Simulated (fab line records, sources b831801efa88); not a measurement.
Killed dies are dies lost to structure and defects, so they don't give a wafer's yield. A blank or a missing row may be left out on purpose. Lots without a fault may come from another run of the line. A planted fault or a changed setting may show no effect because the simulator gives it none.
Problem report in the 8D (eight disciplines) form, filled by code | flow sfq_line | the parts of the form that need people (team, actions taken, sign-off) are left out

1. THE PROBLEM
chamber_pressure_pa at SFQ_TRILAYER_M7_DEP_SPUTTER_175 reads a mean of 0.10326 Pa on 1 wafer of 1 lot; wafers without a fault read 0.13332 Pa with a standard deviation of 0.00028. That is -99 or more standard deviations from the usual mean.
The step: material Nb, target thk 200 nm, time 133.3 s.
First seen on wafer L364.4, day 78 18:29, on pvd_sputter-05. The record holds 15 wafers of 5 lots with a number at this step. Rule for "out", or "out of limits": more than 4 standard deviations from the usual mean. The other wafers with a number count as sound.

2. WHAT IT IS AND WHAT IT IS NOT
question                    | is                                      | is not
which readings at this step | chamber_pressure_pa, throttle_valve_pct | base_pressure_pa
which lots                  | L364                                    | L355, L370, L372, L376
which wafers of those lots  | L364.4                                  | L364.2, L364.6
read on which tools         | pvd_sputter-05                          | pvd_sputter-04, pvd_sputter-06
when                        | from day 78 18:29                       | up to then (5 sound wafers); but 9 sound wafers of L370, L372, L376 came after

3. SUSPECTS, AND WHAT RULES EACH OUT
Counting: a tool at a process step up to the reading stays a suspect if it ran every lot that is out. Sound lots after the first of them don't rule it out here, since some wafers of a struck lot are sound.
- rie_diel-04 at SFQ_TRILAYER_I6_VIA_BARC_OPEN_VIA_ETCH_235 (etches BARC in O2, target depth 125 nm, time 41.7 s): kept. It ran the lot that is out, L364 (day 78 17:32).
- rie_diel-04 at SFQ_TRILAYER_I6_VIA_ETCH_VIA_ETCH_172 (etches SiO2 in CHF3, stops on Nb, target depth 260 nm): kept. It ran the lot that is out, L364 (day 78 17:34).
- rie_metal-02 at SFQ_TRILAYER_I6_VIA_STRIP_STRIP_173 (strips in O2): kept. It ran the lot that is out, L364 (day 78 17:41).
- pvd_sputter-05 at SFQ_TRILAYER_M7_DEP_SPUTTER_175 (material Nb, target thk 200 nm, time 133.3 s): kept. It ran the lot that is out, L364 (day 78 18:29); its last sound lot up to then is L355 (day 76 07:53). Its own readings are out on those wafers: chamber_pressure_pa, throttle_valve_pct.
Left after counting: rie_diel-04 at SFQ_TRILAYER_I6_VIA_BARC_OPEN_VIA_ETCH_235, rie_diel-04 at SFQ_TRILAYER_I6_VIA_ETCH_VIA_ETCH_172, rie_metal-02 at SFQ_TRILAYER_I6_VIA_STRIP_STRIP_173, pvd_sputter-05 at SFQ_TRILAYER_M7_DEP_SPUTTER_175.

4. THE CAUSE (what the simulator had put in)
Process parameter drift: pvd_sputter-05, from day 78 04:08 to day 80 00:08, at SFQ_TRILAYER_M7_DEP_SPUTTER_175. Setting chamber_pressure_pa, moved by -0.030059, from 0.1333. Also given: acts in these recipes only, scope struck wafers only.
Counting left 4 suspects, and this tool is among them.

5. THE CHAIN OF EFFECTS, in route order
Each row: a reading whose mean over the struck wafers that have a number lies more than 3 standard deviations from the usual. Only readings for which the record gives a usual standard deviation are gone through. hours: the time from each lot's start at the first step in this table that gives one to its start at this step, as a median over the lots. sigmas: the change in usual standard deviations.
hours | step                            | reading             | usual      | on struck wafers | change   | sigmas
0     | SFQ_TRILAYER_M7_DEP_SPUTTER_175 | chamber_pressure_pa | 0.13332 Pa | 0.10326          | -0.03006 | -99 or more
0     | SFQ_TRILAYER_M7_DEP_SPUTTER_175 | throttle_valve_pct  | 30.3 %     | 36.5             | +6.2     | +5.6
The process steps in it:
- SFQ_TRILAYER_M7_DEP_SPUTTER_175: material Nb, target thk 200 nm, time 133.3 s.
Later measuring or inspecting steps at which every struck wafer that the step has a row for has a number for every such reading, and none has moved that far: SFQ_M7_RS_MEAS_943.

6. WHAT WOULD HAVE CAUGHT IT SOONER
In this record the first reading out of limits was taken at day 78 18:29, 14 hours after the fault began at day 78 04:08.
